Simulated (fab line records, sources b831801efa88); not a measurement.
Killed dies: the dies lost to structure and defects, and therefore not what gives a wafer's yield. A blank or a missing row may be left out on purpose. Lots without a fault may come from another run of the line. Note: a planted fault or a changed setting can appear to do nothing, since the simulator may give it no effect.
fab line records	flow gf180mcu
record: lots: 14	wafers: 42	lastDay: 34
route steps=602 shown VT_IMPLANT@119 DUAL_GATE@154 POLY_GATE@168
lots that met no fault: taken from a fault-free run of the same line
startH: the number of hours between the record's first day and the start of the first shown wafer of the lot	waitH: how many hours have passed since the lot's step before this one	" unchanged from the row above	L1.1+2: a single row standing in for several wafers	- either no value or no given start	* or withheld: withheld	< > ~ a bound
route shown NAME@n: names a module that has steps shown in the file, with the first one's number in the route	usual: mean/standard deviation of fault-free wafers	same: alike in all rows	chamber/n: place in a boat	sites: per-site readings	_std_site: their standard deviation	_edge_site: mean of outer sites minus mean of inner sites	radiusMm: how far each site lies from the wafer's centre	mask NAME#n: copy n	behind: the tool/chamber that last shaped the wafer	hold: what put the lot on hold/how long, in hours/how the hold closed	device: the transistor (n, p or np) that didn't switch	end of line: the same wafers' tests at the end of the route	a step with no rows: only its recipe	killed: dies lost to structure and defects at the first sort, not the wafer's yield	map: the dies of a wafer, with x for killed, . for not killed, _ for no die there
set.NAME: the setting that was run; set.NAME@STEP: the one run at that earlier step	model.NAME: the simulator's own value behind a step, which no gauge read
steps of the route over a sample of lots; a table a step, a row a wafer
services: when a tool's chamber went out of use (startH, in hours from the record's first day, below 0 if earlier), for how many hours, and the reason
== steps ==
step: GF_VT_IMPLANT_OVL_MEAS_29
usual: VT_IMPLANT_02_OVL: -1.3/1.2
lot.wafer	tool	chamber	startH	waitH	VT_IMPLANT_02_OVL[nm]
L482.1	overlay-02	-	153.31	0.1	-1.5
L482.2	"	-	"	"	-1.0
L482.6	"	-	"	"	-1.7
L485.1	overlay-02	-	174.66	0.1	-1.3
L485.5	"	-	"	"	-0.9
L485.6	"	-	"	"	-2.7
L486.2	overlay-02	-	179.77	0.1	-1.7
L486.5	"	-	"	"	-1.9
L486.6	"	-	"	"	-2.2
L487.1	overlay-01	-	186.76	0.1	0.2
L487.3	"	-	"	"	1.2
L487.6	"	-	"	"	1.7
L489.3	overlay-02	-	199.43	0.1	-1.7
L489.5	"	-	"	"	-0.4
L489.6	"	-	"	"	-0.3
L490.1	overlay-01	-	209.41	0.1	-2.3
L490.3	"	-	"	"	-1.4
L490.5	"	-	"	"	-1.5
L491.1	overlay-01	-	212.26	0.1	1.4
L491.5	"	-	"	"	1.6
L491.6	"	-	"	"	1.7
L492.4	overlay-01	-	219.78	0.1	-2.3
L492.5	"	-	"	"	-1.6
L492.6	"	-	"	"	-0.6
L493.1	overlay-02	-	226.76	0.1	1.1
L493.5	"	-	"	"	0.5
L493.6	"	-	"	"	0.3
L496.2	overlay-02	-	246.52	0.1	-1.3
L496.4	"	-	"	"	-0.6
L496.5	"	-	"	"	-2.0
L497.2	overlay-01	-	251.97	0.1	-3.1
L497.3	"	-	"	"	-1.3
L497.4	"	-	"	"	-1.8
L498.1	overlay-02	-	257.26	0.1	-2.0
L498.2	"	-	"	"	-0.8
L498.3	"	-	"	"	-1.4
L502.4	overlay-01	-	284.93	0.1	-2.6
L502.5	"	-	"	"	-3.4
L502.6	"	-	"	"	-2.9
L503.2	overlay-01	-	288.61	0.1	-0.4
L503.5	"	-	"	"	-0.9
L503.6	"	-	"	"	-1.2
step: GF_DUAL_GATE_STRIP_13
recipe: chemistry: O2/N2	powerW: 1400	pressureMtorr: 1500	platenTempC: 250	o2FlowSccm: 3000	n2FlowSccm: 300	overashFraction: 0.5
usual: drypumpMotorCurrentA: 5.64/0.3	heaterPowerW: 324/7.8	oesProductAu: 0.717/0.0044	stripTimeToEndpointS: 12.64/0.032
lot.wafer	tool	chamber	startH	waitH	drypumpMotorCurrentA	heaterPowerW	oesProductAu	rfHoursCounterH	stripTimeToEndpointS
L482.1	plasmaAsher-01	1	190.77	0.0	5.32	326	0.716	56	12.65
L482.2	"	0	"	"	5.52	305	0.708	56	12.64
L482.6	"	1	"	"	5.33	322	0.726	-	12.68
L485.1	plasmaAsher-03	0	211.13	0.0	5.42	337	0.717	43	12.61
L485.5	"	1	"	"	6.20	326	0.712	-	12.64
L485.6	"	0	"	"	5.41	329	0.713	-	12.62
L486.2	plasmaAsher-02	0	216.28	0.0	5.54	323	0.723	54	12.61
L486.5	"	0	"	"	5.53	320	0.707	-	12.64
L486.6	"	1	"	"	5.84	328	0.716	-	12.69
L487.1	plasmaAsher-03	0	222.73	0.0	5.42	335	0.716	44	12.61
L487.3	"	1	"	"	6.22	333	0.711	-	12.60
L487.6	"	0	"	"	5.41	338	0.718	-	12.56
L489.3	plasmaAsher-01	0	236.16	0.0	5.52	311	0.722	-	12.63
L489.5	"	1	"	"	5.31	326	0.707	-	12.64
L489.6	"	0	"	"	5.53	310	0.715	-	12.69
L490.1	plasmaAsher-02	0	247.67	0.0	5.54	318	0.713	57	12.65
L490.3	"	1	"	"	5.87	325	0.722	-	12.64
L490.5	"	0	"	"	5.53	327	0.716	-	12.61
L491.1	plasmaAsher-02	1	251.22	0.0	5.85	330	0.711	58	12.64
L491.5	"	1	"	"	5.85	319	0.716	-	12.64
L491.6	"	0	"	"	5.53	314	0.727	-	12.65
L492.4	plasmaAsher-02	0	257.77	0.0	5.52	322	0.719	-	12.68
L492.5	"	1	"	"	5.84	327	0.717	-	12.65
L492.6	"	0	"	"	5.55	314	0.720	-	12.66
L493.1	plasmaAsher-02	0	266.22	0.0	5.54	320	0.716	60	12.62
L493.5	"	1	"	"	5.87	328	0.712	-	12.60
L493.6	"	0	"	"	5.53	314	0.718	-	12.66
L496.2	plasmaAsher-01	1	288.42	0.0	5.29	329	0.713	67	12.66
L496.4	"	1	"	"	5.32	323	0.724	-	12.69
L496.5	"	1	"	"	5.31	326	0.722	-	12.66
L497.2	plasmaAsher-03	0	297.82	0.0	5.40	327	0.718	51	12.66
L497.3	"	0	"	"	5.42	336	0.707	-	12.65
L497.4	"	1	"	"	6.21	336	0.714	-	12.63
L498.1	plasmaAsher-03	1	300.12	0.0	6.22	335	0.714	51	12.64
L498.2	"	0	"	"	5.42	324	0.724	51	12.64
L498.3	"	0	"	"	5.43	331	0.715	-	12.68
L502.4	plasmaAsher-02	0	330.42	0.0	5.58	320	0.717	-	12.66
L502.5	"	1	"	"	5.84	326	0.717	-	12.63
L502.6	"	0	"	"	5.57	314	0.721	-	12.64
L503.2	plasmaAsher-01	1	334.12	0.0	5.32	327	0.721	71	12.62
L503.5	"	0	"	"	5.53	315	0.721	-	12.60
L503.6	"	1	"	"	5.32	324	0.721	-	12.62
step: GF_DUAL_GATE_OXIDATION_15
recipe: tempC: 850	ambient: O2	stabiliseS: 600	purgeS: 300	targetThkA: 70.98	oxTimeS: 1995
usual: oxTempC: 850.0/0.36	oxTempCMax: 854.1/2.1	oxTimeS: 1995/0	purgeS: 300/0	zonePowerCentrePct: 18.2/0.93
lot.wafer	tool	chamber	startH	waitH	oxTempC	oxTempCMax	oxTimeS	purgeS	zonePowerCentrePct
L482.1	furnace-01	0	191.51	0.6	850.5	860.1	1995	300	16.8
L482.2	"	0	"	"	849.6	857.9	1995	300	16.9
L482.6	"	0	"	"	850.4	859.7	1995	300	16.7
L485.1	furnace-02	0	211.51	0.2	849.9	852.3	1995	300	18.6
L485.5	"	0	"	"	850.1	852.4	1995	300	18.6
L485.6	"	0	"	"	849.7	852.6	1995	300	18.7
L486.2	furnace-02	0	217.07	0.6	849.8	852.3	1995	300	18.9
L486.5	"	0	"	"	850.2	852.8	1995	300	18.9
L486.6	"	0	"	"	849.8	852.5	1995	300	18.5
L487.1	furnace-01	0	222.88	0.0	849.5	857.0	1995	300	17.1
L487.3	"	0	"	"	849.7	855.7	1995	300	16.7
L487.6	"	0	"	"	850.2	856.8	1995	300	16.7
L489.3	furnace-02	0	236.28	0.0	849.7	853.5	1995	300	18.8
L489.5	"	0	"	"	849.8	852.6	1995	300	18.6
L489.6	"	0	"	"	849.6	852.3	1995	300	18.8
L490.1	furnace-02	0	247.83	0.0	849.8	852.4	1995	300	18.9
L490.3	"	0	"	"	849.7	852.9	1995	300	18.8
L490.5	"	0	"	"	850.1	852.9	1995	300	19.0
L491.1	furnace-01	0	251.37	0.0	849.8	856.7	1995	300	16.9
L491.5	"	0	"	"	849.9	858.6	1995	300	17.0
L491.6	"	0	"	"	849.7	856.6	1995	300	16.7
L492.4	furnace-02	0	257.88	0.0	850.3	852.4	1995	300	18.5
L492.5	"	0	"	"	849.7	853.0	1995	300	19.1
L492.6	"	0	"	"	849.9	852.7	1995	300	19.0
L493.1	furnace-02	0	266.52	0.1	849.7	853.0	1995	300	18.7
L493.5	"	0	"	"	850.1	852.9	1995	300	18.8
L493.6	"	0	"	"	849.5	851.8	1995	300	18.8
L496.2	furnace-02	-	288.60	0.0	-	-	-	-	-
L496.4	"	-	"	"	-	-	-	-	-
L496.5	"	-	"	"	-	-	-	-	-
L497.2	furnace-02	-	297.97	0.0	-	-	-	-	-
L497.3	"	-	"	"	-	-	-	-	-
L497.4	"	-	"	"	-	-	-	-	-
L498.1	furnace-02	0	300.92	0.7	850.7	853.6	1995	300	19.0
L498.2	"	0	"	"	850.5	853.2	1995	300	18.9
L498.3	"	0	"	"	850.5	852.9	1995	300	18.6
L502.4	furnace-02	0	331.51	1.0	850.3	853.6	1995	300	18.8
L502.5	"	0	"	"	849.8	852.8	1995	300	18.8
L502.6	"	0	"	"	849.9	852.6	1995	300	18.9
L503.2	furnace-02	0	334.32	0.0	849.8	852.3	1995	300	19.1
L503.5	"	0	"	"	850.0	852.8	1995	300	18.9
L503.6	"	0	"	"	849.9	852.1	1995	300	18.9
step: GF_POLY_GATE_OVL_MEAS_11
usual: POLY_GATE_OVL: -1/5.4
lot.wafer	tool	chamber	startH	waitH	POLY_GATE_OVL[nm]
L482.1	overlay-01	-	211.81	0.1	1
L482.2	"	-	"	"	-2
L482.6	"	-	"	"	-4
L485.1	overlay-02	-	232.38	0.1	1
L485.5	"	-	"	"	-1
L485.6	"	-	"	"	4
L486.2	overlay-01	-	238.63	0.1	-2
L486.5	"	-	"	"	3
L486.6	"	-	"	"	2
L487.1	overlay-02	-	244.23	0.1	-4
L487.3	"	-	"	"	-2
L487.6	"	-	"	"	-3
L489.3	overlay-01	-	260.23	0.1	2
L489.5	"	-	"	"	3
L489.6	"	-	"	"	1
L490.1	overlay-01	-	268.92	0.1	-7
L490.3	"	-	"	"	-5
L490.5	"	-	"	"	-8
L491.1	overlay-02	-	273.37	0.1	8
L491.5	"	-	"	"	7
L491.6	"	-	"	"	6
L492.4	overlay-02	-	279.30	0.1	-8
L492.5	"	-	"	"	-8
L492.6	"	-	"	"	-8
L493.1	overlay-01	-	289.42	0.1	8
L493.5	"	-	"	"	8
L493.6	"	-	"	"	5
L498.1	overlay-02	-	325.32	0.1	3
L498.2	"	-	"	"	5
L498.3	"	-	"	"	8
L502.4	overlay-01	-	356.40	0.1	6
L502.5	"	-	"	"	2
L502.6	"	-	"	"	3
L503.2	overlay-02	-	359.03	0.1	-6
L503.5	"	-	"	"	-4
L503.6	"	-	"	"	-2
== services ==
tool	chamber	startH	hours	kind
furnace-02	-	223.78	3.7	pm
plasmaAsher-03	-	249.42	14.6	pm
furnace-01	-	269.46	4.1	pm
furnace-01	-	273.54	4.2	pm
plasmaAsher-01	-	322.29	3.9	repair
== key ==
firstSign: step: GF_DUAL_GATE_OXIDATION_15	reading: toolRecord	direction: missing
effect none on later readings
metAt GF_DUAL_GATE_OXIDATION_15
struckLots L496,L497
laterRowsLeftOut L496.2,L496.4,L496.5,L497.2,L497.3,L497.4
sortLeftOut L496.2,L496.4,L496.5,L497.2,L497.3,L497.4
testerLeftOut L496,L497
notActingAt GF_VT_IMPLANT_OVL_MEAS_29,GF_DUAL_GATE_STRIP_13,GF_POLY_GATE_OVL_MEAS_11
onsetBetween 266.52 288.60
fault: kind: skippedStepWhole	tool: furnace-02	chamber: -	onsetH: 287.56	steps: GF_DUAL_GATE_OXIDATION_15	scope: struckLotsOnly
testerLeftOut: of these lots the tester's yield and bins aren't shown, on N5 and GAA mostly nor the transistor test; their killed dies are dies lost to structure and defects alone, not to doping, threshold or leakage, so they don't give the yield
sortLeftOut: the simulated sort isn't trusted on such a fault, so these wafers' sort isn't shown, and their yield isn't known
laterRowsLeftOut: the simulator's readings of these wafers behind a module that went badly wrong aren't trusted and aren't shown, but for the sort
